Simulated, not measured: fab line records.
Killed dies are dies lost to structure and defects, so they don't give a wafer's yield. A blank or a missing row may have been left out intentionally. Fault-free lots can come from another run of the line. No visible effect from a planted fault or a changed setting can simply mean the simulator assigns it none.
Chamber matching || flow gf180mcu || cmp-02 running GF_V4_CMP_04: 4 sister chambers
The step polishes SiO2. 14 wafers are shown with their chamber, then 7 later ones without.

== WAFERS WITH THEIR CHAMBER ==
{"wafer": "L300.1", "chamber": 2, "motor current A (A)": 11.9, "time to endpoint s (s)": 79}
{"wafer": "L300.5", "chamber": 2, "motor current A (A)": 11.3, "time to endpoint s (s)": 91}
{"wafer": "L300.6", "chamber": 1, "motor current A (A)": 13.7, "time to endpoint s (s)": 88}
{"wafer": "L303.1", "chamber": 3, "motor current A (A)": 12.2, "time to endpoint s (s)": 78}
{"wafer": "L303.2", "chamber": 0, "motor current A (A)": 10.9, "time to endpoint s (s)": 74}
{"wafer": "L303.6", "chamber": 1, "motor current A (A)": 13.9, "time to endpoint s (s)": 85}
{"wafer": "L315.2", "chamber": 0, "motor current A (A)": 11.7, "time to endpoint s (s)": 72}
{"wafer": "L315.4", "chamber": 3, "motor current A (A)": 12.4, "time to endpoint s (s)": 81}
{"wafer": "L315.5", "chamber": 2, "motor current A (A)": 12.0, "time to endpoint s (s)": 91}
{"wafer": "L316.2", "chamber": 3, "motor current A (A)": 12.0, "time to endpoint s (s)": 85}
{"wafer": "L316.5", "chamber": 1, "motor current A (A)": 13.0, "time to endpoint s (s)": 87}
{"wafer": "L316.6", "chamber": 2, "motor current A (A)": 11.8, "time to endpoint s (s)": 92}
{"wafer": "L317.2", "chamber": 0, "motor current A (A)": 11.2, "time to endpoint s (s)": 83}
{"wafer": "L317.4", "chamber": 3, "motor current A (A)": 11.5, "time to endpoint s (s)": 85}

SIGNATURES (averages over the wafers above)
{"reading": "motor current A", "chamber 0": 11.267, "chamber 1": 13.533, "chamber 2": 11.750, "chamber 3": 12.025, "scatter within a chamber": 0.389}
{"reading": "time to endpoint s", "chamber 0": 76.33, "chamber 1": 86.67, "chamber 2": 88.25, "chamber 3": 82.25, "scatter within a chamber": 4.72}
Rule: for a wafer and a chamber, the distance is found by dividing, reading by reading, the gap between the wafer's reading and the chamber's mean by the reading's scatter, squaring, summing and taking the root. If the next closest chamber is less than 2 further off than the closest, the wafer can't be placed; otherwise it belongs to the closest. The scatter is the square root of a quotient: the sum, over the shown wafers, of each reading's squared deviation from its chamber's mean, divided by wafers minus chambers.

== WAFERS WITH NO CHAMBER GIVEN ==
{"wafer": "L317.6", "motor current A (A)": 11.5, "time to endpoint s (s)": 89}
{"wafer": "L318.1", "motor current A (A)": 12.9, "time to endpoint s (s)": 75}
{"wafer": "L318.3", "motor current A (A)": 11.1, "time to endpoint s (s)": 77}
{"wafer": "L318.6", "motor current A (A)": 12.1, "time to endpoint s (s)": 76}
{"wafer": "L319.4", "motor current A (A)": 12.0, "time to endpoint s (s)": 87}
{"wafer": "L319.5", "motor current A (A)": 11.2, "time to endpoint s (s)": 82}
{"wafer": "L319.6", "motor current A (A)": 12.5, "time to endpoint s (s)": 79}

== WHICH CHAMBER EACH ONE RAN IN ==
{"wafer": "L317.6", "from the rows above": "can't be placed: 2 or 3", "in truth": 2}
{"wafer": "L318.1", "from the rows above": "can't be placed: 3 or 1 or 2 or 0", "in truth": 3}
{"wafer": "L318.3", "from the rows above": 0, "in truth": 0}
{"wafer": "L318.6", "from the rows above": "can't be placed: 3 or 0 or 2", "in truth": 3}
{"wafer": "L319.4", "from the rows above": "can't be placed: 2 or 3", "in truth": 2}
{"wafer": "L319.5", "from the rows above": "can't be placed: 0 or 2 or 3", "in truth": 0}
{"wafer": "L319.6", "from the rows above": "can't be placed: 3 or 2 or 1 or 0", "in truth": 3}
1 of 7 placed correctly. From these rows, 6 cannot be placed; in 6 the true chamber is one of the candidates. Number placed wrongly: 0.
